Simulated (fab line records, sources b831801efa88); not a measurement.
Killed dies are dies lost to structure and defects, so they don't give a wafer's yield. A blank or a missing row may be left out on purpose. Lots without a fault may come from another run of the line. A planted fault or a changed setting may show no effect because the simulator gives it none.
Problem report in the 8D (eight disciplines) form, filled by code | flow sky130 | the parts of the form that need people (team, actions taken, sign-off) are left out

1. THE PROBLEM
beam_energy_keV at SKY_SONOS_TUNNEL_IMPLANT_09 reads a mean of 19.078 on 6 wafers of 2 lots; wafers without a fault read 19.999 with a standard deviation of 0.0067. That is -99 or more standard deviations from the usual mean.
First seen on wafer L285.2, day 17 14:58, on implanter-01. The record holds 39 wafers of 13 lots with a number at this step. Rule for "out", or "out of limits": more than 4 standard deviations from the usual mean. The other wafers with a number count as sound.

2. WHAT IT IS AND WHAT IT IS NOT
question                    | is                     | is not
which readings at this step | beam_energy_keV        | -
which lots                  | L285, L288             | L266, L268, L270, L271, L272, L273, L275, L276, L278, L280, L289
which wafers of those lots  | all that have a number | -
read on which tools         | implanter-01           | implanter-03, implanter-04
when                        | from day 17 14:58      | up to then (30 sound wafers); but 3 sound wafers of L289 came after

3. SUSPECTS, AND WHAT RULES EACH OUT
Counting: a tool at a process step up to the reading stays a suspect if it ran every lot that is out and no sound lot after the first of them.
- implanter-01 at SKY_SONOS_TUNNEL_IMPLANT_09: kept. It ran every lot that is out, first L285 (day 17 14:58), and no sound lot after that; its last sound lot up to then is L280 (day 15 22:30). Its own readings are out on those wafers: beam_energy_keV.
Left after counting: implanter-01 at SKY_SONOS_TUNNEL_IMPLANT_09.

4. THE CAUSE (what the simulator had put in)
Process parameter drift: implanter-01, from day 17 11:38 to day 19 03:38, at SKY_SONOS_TUNNEL_IMPLANT_09. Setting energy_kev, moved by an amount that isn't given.
Counting left only this tool.

5. THE CHAIN OF EFFECTS, in route order
Each row: a reading whose mean over the struck wafers that have a number lies more than 3 standard deviations from the usual. Only readings for which the record gives a usual standard deviation are gone through. hours: the time from each lot's start at the first step in this table that gives one to its start at this step, as a median over the lots. sigmas: the change in usual standard deviations.
hours | step                        | reading         | usual  | on struck wafers | change | sigmas
0     | SKY_SONOS_TUNNEL_IMPLANT_09 | beam_energy_keV | 19.999 | 19.078           | -0.921 | -99 or more
The process steps in it:
- SKY_SONOS_TUNNEL_IMPLANT_09

6. WHAT WOULD HAVE CAUGHT IT SOONER
In this record the first reading out of limits was taken at day 17 14:58, 3 hours after the fault began at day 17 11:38.
